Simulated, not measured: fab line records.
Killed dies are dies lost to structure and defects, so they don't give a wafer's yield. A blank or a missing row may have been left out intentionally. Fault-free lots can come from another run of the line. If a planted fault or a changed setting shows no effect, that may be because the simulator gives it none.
Chamber matching + flow sky130 + SKY_FIELD_ISO_CVD_24 on hdpcvd-01: 3 sister chambers
The step deposits SiO2, target thk 595 nm, time 99.2 s. 6 wafers are shown with their chamber, then 8 later ones without.

EACH WAFER AND ITS CHAMBER
| wafer  | chamber | susceptorTempC (C) | pressureMtorr (mTorr) |
|--------|---------|--------------------|-----------------------|
| L883.2 | 1       | 650.2              | 5.984                 |
| L883.3 | 2       | 650.3              | 5.986                 |
| L884.1 | 0       | 649.8              | 6.007                 |
| L884.2 | 2       | 650.5              | 6.018                 |
| L884.4 | 1       | 649.9              | 5.996                 |
| L885.1 | 0       | 650.5              | 6.020                 |

WAFERS WITH NO CHAMBER GIVEN
| wafer  | susceptorTempC (C) | pressureMtorr (mTorr) |
|--------|--------------------|-----------------------|
| L885.3 | 650.2              | 6.003                 |
| L885.5 | 650.6              | 6.001                 |
| L887.1 | 650.4              | 6.001                 |
| L887.2 | 649.7              | 6.026                 |
| L887.5 | 649.9              | 6.004                 |
| L889.3 | 649.9              | 5.997                 |
| L889.5 | 650.2              | 5.995                 |
| L889.6 | 650.1              | 6.008                 |

EACH ONE'S CHAMBER
| wafer  | from the rows above          | in truth |
|--------|------------------------------|----------|
| L885.3 | can't be placed: 2 or 0 or 1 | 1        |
| L885.5 | can't be placed: 2 or 0 or 1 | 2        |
| L887.1 | can't be placed: 2 or 0 or 1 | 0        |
| L887.2 | can't be placed: 0 or 1 or 2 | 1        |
| L887.5 | can't be placed: 0 or 1 or 2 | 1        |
| L889.3 | can't be placed: 1 or 0 or 2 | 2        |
| L889.5 | can't be placed: 1 or 2 or 0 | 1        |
| L889.6 | can't be placed: 0 or 2 or 1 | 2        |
Correct placement for 0 of the 8. Unplaceable from these rows: 8, with the true chamber sitting among the candidates in 8. Number placed wrongly: 0.
How it was worked out, from the rows above alone: a wafer's distance from a chamber is the root of the sum, over the readings, of the square of ((its reading less the chamber's mean) divided by the reading's scatter). If the next closest chamber is less than 2 further off than the closest, the wafer can't be placed; otherwise it belongs to the closest. Each chamber's mean is taken over the wafers shown for it. The scatter: the root of (the sum of the squares of (reading less its chamber's mean) over the shown wafers, divided by (wafers less chambers)).
